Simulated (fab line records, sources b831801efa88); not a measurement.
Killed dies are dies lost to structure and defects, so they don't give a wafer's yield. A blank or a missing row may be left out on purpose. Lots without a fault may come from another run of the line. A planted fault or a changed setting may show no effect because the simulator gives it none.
fab line records | flow gf180mcu
record lots=15 wafers=45 last_day=34
route steps=602 shown V4@492 MIM@504
lots that met no fault: from a run of the same line without faults
start_h: hours from the record's first day to the start of the lot's first wafer shown | wait_h: hours since the lot's step before | " the same as in the row above | L1.1+2: a row that stands for several wafers | - no value, or no start given | * or withheld: withheld | < > ~ a bound
route shown NAME@n: a module of which the file shows steps, and the number in the route of the first | usual: mean/standard deviation of fault-free wafers | same: alike in all rows | chamber/n: place in a boat | sites: the reading at each site | _std_site: their standard deviation | _edge_site: outer sites' mean less inner sites' | radius_mm: how far each site lies from the wafer's centre | mask NAME#n: copy n | behind: the tool/chamber that last shaped the wafer | hold: why the lot was held/for how many hours/how that ended | device: the transistor (n, p or np) that didn't switch | end of line: the same wafers' tests at the end of the route | a step without rows: its recipe alone | killed: dies lost to structure and defects at the first sort, not the wafer's yield | map: a wafer's dies, x killed, . not, _ none there
set.NAME: the setting as run; set.NAME@STEP: as run at that earlier step | model.NAME: the simulator's own value behind a step, which no gauge read
steps of the route over a sample of lots; a table a step, a row a wafer
services: from which hour (start_h, from the record's first day; less than 0 if before it) a tool's chamber was out of use, for how many hours, and why
## steps
# step GF_V4_ETCH_16
# recipe chemistry=N2/H2 target_depth_a=withheld overetch_a=withheld time_s=withheld target=BARC ion_energy_ev=200 source_w=500 bias_w=100 pressure_mtorr=30 n2_flow_sccm=100 h2_flow_sccm=200
# usual drypump_motor_current_A=5.9/0.43 oes_product_au=0.855/0.0048 throttle_valve_pct=13.225/0.01
# columns lot.wafer tool chamber start_h wait_h drypump_motor_current_A oes_product_au throttle_valve_pct
L914.3 rie_diel-02 3 558.89 0.0 6.2 0.852 13.220
L914.4 " 0 " " 6.2 0.859 13.224
L914.6 " 2 " " 5.7 0.847 13.216
L915.4 rie_diel-04 1 575.72 0.0 5.0 0.854 13.234
L915.5 " 2 " " 5.6 0.859 13.241
L915.6 " 1 " " 5.0 0.855 13.224
L917.3 rie_diel-04 3 591.12 0.0 6.4 0.862 13.222
L917.5 " 0 " " 6.1 0.859 13.211
L917.6 " 1 " " 5.0 0.861 13.202
L918.2 rie_diel-03 2 596.29 0.0 6.4 0.852 13.211
L918.4 " 3 " " 5.6 0.851 13.228
L918.5 " 0 " " 5.9 0.851 13.215
L919.1 rie_diel-03 3 606.34 0.0 5.6 0.859 13.229
L919.2 " 2 " " 6.4 0.852 13.240
L919.3 " 1 " " 6.5 0.849 13.232
L920.2 rie_diel-04 1 611.52 0.0 5.0 0.855 13.220
L920.3 " 3 " " 6.3 0.847 13.212
L920.4 " 2 " " 5.6 0.849 13.222
L922.2 rie_diel-03 2 627.69 0.0 6.4 0.851 13.242
L922.3 " 3 " " 5.6 0.857 13.230
L922.5 " 3 " " 5.6 0.857 13.220
L928.1 rie_diel-04 0 673.82 0.0 6.0 0.861 13.234
L928.2 " 3 " " 6.3 0.857 13.220
L928.5 " 2 " " 5.7 0.861 13.228
L931.1 rie_diel-03 2 692.84 0.0 6.3 0.854 13.222
L931.4 " 0 " " 5.9 0.854 13.240
L931.6 " 0 " " 5.8 0.855 13.221
L932.2 rie_diel-03 1 701.09 0.0 6.5 0.862 13.211
L932.4 " 3 " " 5.6 0.858 13.227
L932.6 " 0 " " 5.9 0.849 13.234
L933.1 rie_diel-02 1 711.99 0.0 5.5 0.853 13.208
L933.3 " 0 " " 6.2 0.860 13.225
L933.4 " 3 " " 6.2 0.852 13.197
L934.1 rie_diel-02 1 714.12 0.0 5.5 0.845 13.224
L934.2 " 2 " " 5.7 0.851 13.210
L934.5 " 1 " " 5.5 0.856 13.223
L935.1 rie_diel-02 3 717.07 0.0 6.2 0.857 13.229
L935.4 " 1 " " 5.5 0.861 13.222
L935.5 " 1 " " 5.5 0.856 13.228
L936.2 rie_diel-03 1 726.44 0.0 6.4 0.853 13.217
L936.3 " 3 " " 5.6 0.861 13.230
L936.4 " 0 " " 5.8 0.862 13.233
L937.2 rie_diel-03 0 734.92 0.0 5.8 0.854 13.227
L937.4 " 2 " " 6.4 0.862 13.232
L937.5 " 1 " " 6.5 0.857 13.230
# step GF_V4_SPUTTER_21
# recipe material=Ti target_thk_nm=15 chamber_pressure_pa=5 power_w=2500 substrate_temp_c=200 time_s=80.02
# usual cathode_dc_power_W=2500.0/0.45 chamber_pressure_pa=4.998/0.01 throttle_valve_pct=30.2/1.1
# columns lot.wafer tool chamber start_h wait_h cathode_dc_power_W chamber_pressure_pa throttle_valve_pct
L914.3 pvd_sputter-04 - 559.56 0.0 2499.8 4.997 31.8
L914.4 " - " " 2499.4 5.004 30.5
L914.6 " - " " 2499.8 4.979 31.0
L915.4 pvd_sputter-01 - 576.39 0.0 2500.5 5.010 29.2
L915.5 " - " " 2500.1 4.994 31.9
L915.6 " - " " 2499.7 5.006 29.1
L917.3 pvd_sputter-04 - 591.79 0.0 2500.3 5.003 30.3
L917.5 " - " " 2499.7 5.001 30.2
L917.6 " - " " 2499.7 4.985 30.6
L918.2 pvd_sputter-01 - 596.99 0.0 - - -
L918.4 " - " " - - -
L918.5 " - " " - - -
L919.1 pvd_sputter-04 - 607.00 0.0 - - -
L919.2 " - " " - - -
L919.3 " - " " - - -
L920.2 pvd_sputter-04 - 612.18 0.0 - - -
L920.3 " - " " - - -
L920.4 " - " " - - -
L922.2 pvd_sputter-01 - 628.36 0.0 2500.1 5.013 28.4
L922.3 " - " " 2499.6 4.999 29.3
L922.5 " - " " 2500.3 5.007 31.9
L928.1 pvd_sputter-01 - 674.86 0.0 2498.7 5.000 32.2
L928.2 " - " " 2500.3 5.013 29.3
L928.5 " - " " 2500.6 5.005 32.1
L931.1 pvd_sputter-04 - 693.50 0.0 2500.4 4.993 30.9
L931.4 " - " " 2500.0 4.998 29.5
L931.6 " - " " 2499.4 4.996 31.3
L932.2 pvd_sputter-03 - 701.76 0.0 2500.2 4.992 28.8
L932.4 " - " " 2500.2 5.013 31.8
L932.6 " - " " 2499.9 5.005 31.9
L933.1 pvd_sputter-01 - 712.69 0.0 2500.7 5.000 32.1
L933.3 " - " " 2499.2 4.996 28.5
L933.4 " - " " 2500.4 4.996 29.3
L934.1 pvd_sputter-01 - 714.79 0.0 2499.6 4.993 28.6
L934.2 " - " " 2500.3 4.989 29.4
L934.5 " - " " 2499.5 4.991 29.4
L935.1 pvd_sputter-01 - 717.73 0.0 2500.3 4.989 29.4
L935.4 " - " " 2500.4 5.003 28.9
L935.5 " - " " 2498.7 4.993 29.4
L936.2 pvd_sputter-04 - 727.11 0.0 2500.6 4.994 29.8
L936.3 " - " " 2500.2 4.991 31.5
L936.4 " - " " 2500.3 5.012 30.4
L937.2 pvd_sputter-04 - 735.58 0.0 2499.0 5.000 31.7
L937.4 " - " " 2499.6 4.996 30.2
L937.5 " - " " 2499.5 4.990 29.8
# step GF_V4_SPUTTER_22
# recipe material=TiN target_thk_nm=10 chamber_pressure_pa=5 power_w=4000 time_s=40
# usual cathode_dc_power_W=4000.0/0.71 chamber_pressure_pa=5.000/0.01 throttle_valve_pct=30.2/1.1
# columns lot.wafer tool chamber start_h wait_h cathode_dc_power_W chamber_pressure_pa throttle_valve_pct
L914.3 pvd_sputter-04 - 559.63 0.0 3999.0 4.980 31.6
L914.4 " - " " 3999.7 5.010 30.7
L914.6 " - " " 3999.9 5.001 30.3
L915.4 pvd_sputter-01 - 576.45 0.0 3999.6 5.014 29.3
L915.5 " - " " 4000.5 5.015 32.2
L915.6 " - " " 4000.3 5.006 29.3
L917.3 pvd_sputter-04 - 591.85 0.0 3999.7 5.023 30.6
L917.5 " - " " 4001.5 5.013 30.4
L917.6 " - " " 4000.5 5.005 30.8
L918.2 pvd_sputter-01 - 597.05 0.0 4000.3 5.007 29.3
L918.4 " - " " 3999.3 5.021 31.8
L918.5 " - " " 3999.9 5.006 29.3
L919.1 pvd_sputter-04 - 607.06 0.0 4000.6 5.008 30.5
L919.2 " - " " 4000.7 4.991 30.7
L919.3 " - " " 3999.3 4.999 29.9
L920.2 pvd_sputter-04 - 612.25 0.0 4000.6 4.981 30.6
L920.3 " - " " 4001.2 5.005 30.5
L920.4 " - " " 4000.3 5.002 29.8
L922.2 pvd_sputter-01 - 628.42 0.0 3999.7 5.007 28.4
L922.3 " - " " 3999.2 5.004 29.5
L922.5 " - " " 3999.4 5.017 32.1
L928.1 pvd_sputter-01 - 674.92 0.0 3999.8 5.003 31.9
L928.2 " - " " 4000.1 5.013 29.5
L928.5 " - " " 3999.1 4.992 32.1
L931.1 pvd_sputter-04 - 693.56 0.0 4000.4 5.009 30.8
L931.4 " - " " 4000.1 5.002 29.9
L931.6 " - " " 3998.4 5.005 31.5
L932.2 pvd_sputter-03 - 701.82 0.0 4000.3 5.004 28.9
L932.4 " - " " 3999.7 4.986 31.6
L932.6 " - " " 4000.3 4.992 31.9
L933.1 pvd_sputter-01 - 712.75 0.0 3999.3 5.016 32.0
L933.3 " - " " 3998.7 4.997 28.4
L933.4 " - " " 4000.7 4.993 29.3
L934.1 pvd_sputter-01 - 714.85 0.0 4000.5 4.997 28.8
L934.2 " - " " 4001.1 4.993 29.2
L934.5 " - " " 3998.8 4.996 29.3
L935.1 pvd_sputter-01 - 717.79 0.0 3999.1 4.986 29.5
L935.4 " - " " 3998.1 5.001 28.3
L935.5 " - " " 4001.3 5.003 29.6
L936.2 pvd_sputter-04 - 727.17 0.0 3998.9 4.993 29.7
L936.3 " - " " 3999.4 4.995 31.5
L936.4 " - " " 4000.3 4.990 30.6
L937.2 pvd_sputter-04 - 735.64 0.0 3999.9 5.017 31.4
L937.4 " - " " 4000.1 5.010 30.4
L937.5 " - " " 3999.2 5.003 29.7
# step GF_MIM_SPUTTER_01
# recipe material=TiN target_thk_nm=30 power_w=6500 time_s=25 chamber_pressure_pa=0.4
# usual cathode_dc_power_W=6500.2/1.2 chamber_pressure_pa=0.4001/0.00085 throttle_valve_pct=30.1/1.1
# columns lot.wafer tool chamber start_h wait_h cathode_dc_power_W chamber_pressure_pa throttle_valve_pct
L914.3 pvd_sputter-01 - 560.36 0.1 6500.8 0.3992 32.1
L914.4 " - " " 6500.6 0.4007 29.5
L914.6 " - " " 6497.7 0.3990 29.2
L915.4 pvd_sputter-02 - 577.18 0.1 6498.2 0.4003 30.5
L915.5 " - " " 6498.2 0.3989 30.1
L915.6 " - " " 6498.5 0.3991 30.2
L917.3 pvd_sputter-01 - 592.74 0.1 6499.9 0.3995 28.7
L917.5 " - " " 6501.7 0.4003 32.2
L917.6 " - " " 6498.8 0.4023 29.4
L922.2 pvd_sputter-04 - 629.15 0.1 6500.3 0.3982 30.5
L922.3 " - " " 6501.2 0.3992 30.8
L922.5 " - " " 6501.4 0.4005 31.6
L928.1 pvd_sputter-01 - 675.65 0.1 6503.7 0.4011 32.0
L928.2 " - " " 6499.5 0.4008 28.7
L928.5 " - " " 6501.8 0.4009 29.3
L931.1 pvd_sputter-04 - 694.29 0.1 6497.8 0.3999 31.6
L931.4 " - " " 6498.9 0.4005 30.5
L931.6 " - " " 6500.1 0.4001 30.4
L932.2 pvd_sputter-01 - 702.55 0.1 6499.6 0.4023 29.4
L932.4 " - " " 6501.6 0.3996 28.5
L932.6 " - " " 6500.8 0.4006 32.0
L933.1 pvd_sputter-01 - 713.48 0.1 6502.1 0.3991 32.1
L933.3 " - " " 6500.0 0.4009 29.6
L933.4 " - " " 6497.0 0.3998 29.4
L934.1 pvd_sputter-02 - 715.58 0.1 6500.9 0.3991 29.4
L934.2 " - " " 6501.8 0.4001 30.4
L934.5 " - " " 6499.4 0.4008 30.4
L935.1 pvd_sputter-04 - 718.53 0.1 6499.7 0.3993 29.6
L935.4 " - " " 6497.5 0.4017 29.7
L935.5 " - " " 6500.2 0.3987 31.7
L936.2 pvd_sputter-01 - 727.91 0.1 6502.0 0.4011 29.3
L936.3 " - " " 6500.4 0.4007 28.6
L936.4 " - " " 6500.7 0.3997 32.2
L937.2 pvd_sputter-04 - 736.38 0.1 6501.7 0.3996 30.5
L937.4 " - " " 6499.6 0.4010 31.6
L937.5 " - " " 6499.9 0.3999 30.2
## services
# columns tool chamber start_h hours kind
rie_diel-02 1 567.50 4.3 repair
rie_diel-02 - 569.86 2.4 repair
pvd_sputter-04 - 581.81 2.1 repair
rie_diel-02 - 582.12 14.6 pm
pvd_sputter-03 - 596.07 11.2 repair
rie_diel-04 - 614.44 0.2 repair
rie_diel-03 3 628.51 2.6 repair
rie_diel-04 3 628.64 3.2 repair
pvd_sputter-01 - 643.68 2.7 repair
rie_diel-03 3 647.16 4.3 repair
pvd_sputter-04 - 683.55 1.5 repair
rie_diel-02 - 690.86 0.9 repair
rie_diel-02 - 698.44 0.3 repair
rie_diel-04 - 702.83 2.8 pm
pvd_sputter-04 - 705.88 9.1 repair
rie_diel-03 - 710.30 14.6 pm
rie_diel-03 3 727.03 - clean
rie_diel-03 3 727.03 22.4 scheduled_down
rie_diel-03 3 727.03 22.4 vent_cycle
rie_diel-03 - 730.12 0.3 repair
pvd_sputter-01 - 731.45 5.9 repair
rie_diel-04 2 736.18 4.6 repair
## key
first_sign step=GF_V4_SPUTTER_21 reading=tool_record direction=missing
effect none on later readings
met_at GF_V4_SPUTTER_21
struck_lots L918,L919,L920
later_rows_left_out L918.2,L918.4,L918.5,L919.1,L919.2,L919.3,L920.2,L920.3,L920.4
sort_left_out L918.2,L918.4,L918.5,L919.1,L919.2,L919.3,L920.2,L920.3,L920.4
not_acting_at GF_V4_ETCH_16,GF_V4_SPUTTER_22,GF_MIM_SPUTTER_01
onset_between 591.79 596.99
fault kind=skipped_step_whole tool=pvd_sputter-01,pvd_sputter-04 chamber=- onset_h=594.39 steps=GF_V4_SPUTTER_21 scope=struck_lots_only
# sort_left_out: the simulated sort isn't trusted on such a fault, so these wafers' sort isn't shown, and their yield isn't known
# later_rows_left_out: the simulator's readings of these wafers behind a module that went badly wrong aren't trusted and aren't shown, but for the sort
